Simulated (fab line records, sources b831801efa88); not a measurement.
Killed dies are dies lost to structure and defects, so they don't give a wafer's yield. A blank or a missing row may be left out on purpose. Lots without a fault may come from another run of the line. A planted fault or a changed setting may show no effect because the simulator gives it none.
A struck lot beside a sound one | flow sky130 | 42 steps out of a route of 708
Sound: wafers L763.1, L763.2, L763.5. Struck: wafers L781.2, L781.3, L781.5. The cause comes at the end.
At each step with rows: each side's tool, then ch and its chambers, then its first start. Under that, the readings that differ: sound wafers | struck wafers | difference of the means | sigmas: that difference in standard deviations of wafers without a fault.
alike: readings whose means differ by less than 2 such deviations, and words and numbers that are the same on both sides. not compared: withheld readings, readings that some wafer has no value for, bounds like >300 that may hide the same value, and numbers for which the record gives no deviation and whose values overlap.
The two part at a step that has a row with sigmas, a row that says differs or no value, or rows on one side only. Numbers that don't overlap but have no deviation are shown without sigmas and don't part them. A reading that every wafer of one side lacks parts them only if that side has two wafers or more.

SKY_POLY_CUT_ETCH_10: etches BARC in N2/H2, stops on SiO2, time 45.9 s, target depth 60 nm.
  sound on rie_diel-02 ch 0,1,3, day 25 04:13; struck on rie_diel-02 ch 0,1,2, day 30 19:14
  alike: bias_w, drypump_motor_current_A, oes_product_au, rf_fwd_power_W, throttle_valve_pct
  not compared: rf_hours_counter_h
then, 1 step without rows for these wafers: SKY_POLY_CUT_ETCH_11 (etches Si3N4 in CF4/CH2F2/Ar, stops on poly-Si, time 42.5 s, target depth 60 nm).
SKY_POLY_CUT_STRIP_12: strips in O2/N2.
  sound on plasma_asher-01 ch 0,1, day 25 04:17; struck on plasma_asher-04 ch 0, day 30 19:19
  alike: drypump_motor_current_A, oes_product_au, strip_time_to_endpoint_s
  not compared: rf_hours_counter_h
then, 7 steps without rows for these wafers: SKY_SD_P_DEHYDRATE_00 (time 60 s); SKY_SD_P_HMDS_01 (prime time 60 s); SKY_SD_P_COAT_02 (resist thk 1140 nm); SKY_SD_P_SOFTBAKE_03 (time 60 s); SKY_SD_P_EXPOSE_04 (exposes mask PSDM, target cd 380 nm); SKY_SD_P_PEB_05; SKY_SD_P_DEVELOP_06 (develop time 60 s).
SKY_SD_P_CD_MEAS_07: target cd 380 nm.
  sound on cd_sem-01, day 26 09:54; struck on cd_sem-01, day 31 22:21
  alike: cd_nm
SKY_SD_P_OVL_MEAS_08:
  sound on overlay-01, day 26 10:01; struck on overlay-02, day 31 22:28
  alike: SD_P_OVL
SKY_SD_P_IMPLANT_09:
  sound on implanter-01 ch 0, day 26 10:04; struck on implanter-01 ch 0, day 31 22:31
SKY_SD_P_STRIP_10: strips in O2/N2.
  sound on plasma_asher-02 ch 0,1, day 26 10:13; struck on plasma_asher-02 ch 0,1, day 31 22:38
  alike: drypump_motor_current_A, oes_product_au, strip_time_to_endpoint_s
  not compared: rf_hours_counter_h
SKY_SD_P_TW_MEAS_11:
  sound on film_metro-02, day 26 10:19; struck on film_metro-04, day 31 22:45
  alike: SD_P_TW
then, 8 steps without rows for these wafers: SKY_RES_XHIGH_DEHYDRATE_00 (time 60 s); SKY_RES_XHIGH_HMDS_01 (prime time 60 s); SKY_RES_XHIGH_COAT_02 (resist thk 1140 nm); SKY_RES_XHIGH_SOFTBAKE_03 (time 60 s); SKY_RES_XHIGH_EXPOSE_04 (exposes mask URPM, target cd 1270 nm); SKY_RES_XHIGH_PEB_05; SKY_RES_XHIGH_DEVELOP_06 (develop time 60 s); SKY_RES_XHIGH_IMPLANT_07.
SKY_RES_XHIGH_STRIP_08: strips in O2/N2.
  sound on plasma_asher-01 ch 0,1, day 27 15:44; struck on plasma_asher-03 ch 0,1, day 33 01:50
  alike: drypump_motor_current_A, oes_product_au, strip_time_to_endpoint_s
  not compared: rf_hours_counter_h
SKY_RES_XHIGH_TW_MEAS_09:
  sound on film_metro-02, day 27 15:50; struck on film_metro-04, day 33 01:56
  alike: RES_XHIGH_TW
then, 7 steps without rows for these wafers: SKY_SD_N_DEHYDRATE_00 (time 60 s); SKY_SD_N_HMDS_01 (prime time 60 s); SKY_SD_N_COAT_02 (resist thk 1140 nm); SKY_SD_N_SOFTBAKE_03 (time 60 s); SKY_SD_N_EXPOSE_04 (exposes mask NSDM, target cd 380 nm); SKY_SD_N_PEB_05; SKY_SD_N_DEVELOP_06 (develop time 60 s).
SKY_SD_N_CD_MEAS_07: target cd 380 nm.
  sound on cd_sem-02, day 28 20:05; struck on cd_sem-02, day 34 04:48
  alike: cd_nm
SKY_SD_N_OVL_MEAS_08:
  sound on overlay-01, day 28 20:12; struck on overlay-01, day 34 04:55
  alike: SD_N_OVL
then, 2 steps without rows for these wafers: SKY_SD_N_IMPLANT_09; SKY_SD_N_IMPLANT_10.
SKY_SD_N_STRIP_11: strips in O2/N2.
  sound on plasma_asher-02 ch 0,1, day 28 20:32; struck on plasma_asher-03 ch 0,1, day 34 05:14
  alike: drypump_motor_current_A, oes_product_au, strip_time_to_endpoint_s
  not compared: rf_hours_counter_h
SKY_SD_N_TW_MEAS_12:
  sound on film_metro-02, day 28 20:38; struck on film_metro-03, day 34 05:25
  alike: SD_N_TW
then, 2 steps without rows for these wafers: SKY_SD_N_CLEAN_13 (cleans in SC1/SC2, time 150 s); SKY_SD_N_RTA_14 (time 2 s).
SKY_SD_N_RS_MEAS_16: measures by four-point-probe.
  sound on film_metro-04, day 28 20:58; struck on film_metro-03, day 34 05:43
  alike: SD_N_RS
-- the record jumps here: 16 days lie between the struck wafers' starts before and after (it left off in module SD_N and takes up again in module PAD_OPEN, whose first step shown is number 708 of the route) --
SKY_PAD_OPEN_PROBE_99:
  sound on prober-02, day 46 09:04; struck on prober-01, day 50 04:08
  reading                                | sound             | struck            | difference | sigmas
  model.etest.pfet_g5v0d10v5.r_on_ohm_um | 4781 4643 4696    | 4950 4958 5074    | +287       |
  model.etest.pfet_g5v0d10v5.drive_ua_um | 339.9 351.9 345.6 | 329.7 328.3 321.7 | -19.2      |
  model.etest.pfet_01v8_lvt.drive_ua_um  | 171.6 176.3 175.2 | 166.8 165.9 164.7 | -8.6       |
  alike: killed_at_M0_to_M3, killed_at_M4_up, killed_at_contacts, killed_at_front_end, killed_at_other, killed_dies, killed_on_rim, killed_open, killed_short
  not compared: model.etest.pfet_01v8.r_on_ohm_um, model.etest.res_high_po.rs_ohm_sq_range

WHERE THEY PART
Nowhere in this record.

WHY: what the simulator had put in
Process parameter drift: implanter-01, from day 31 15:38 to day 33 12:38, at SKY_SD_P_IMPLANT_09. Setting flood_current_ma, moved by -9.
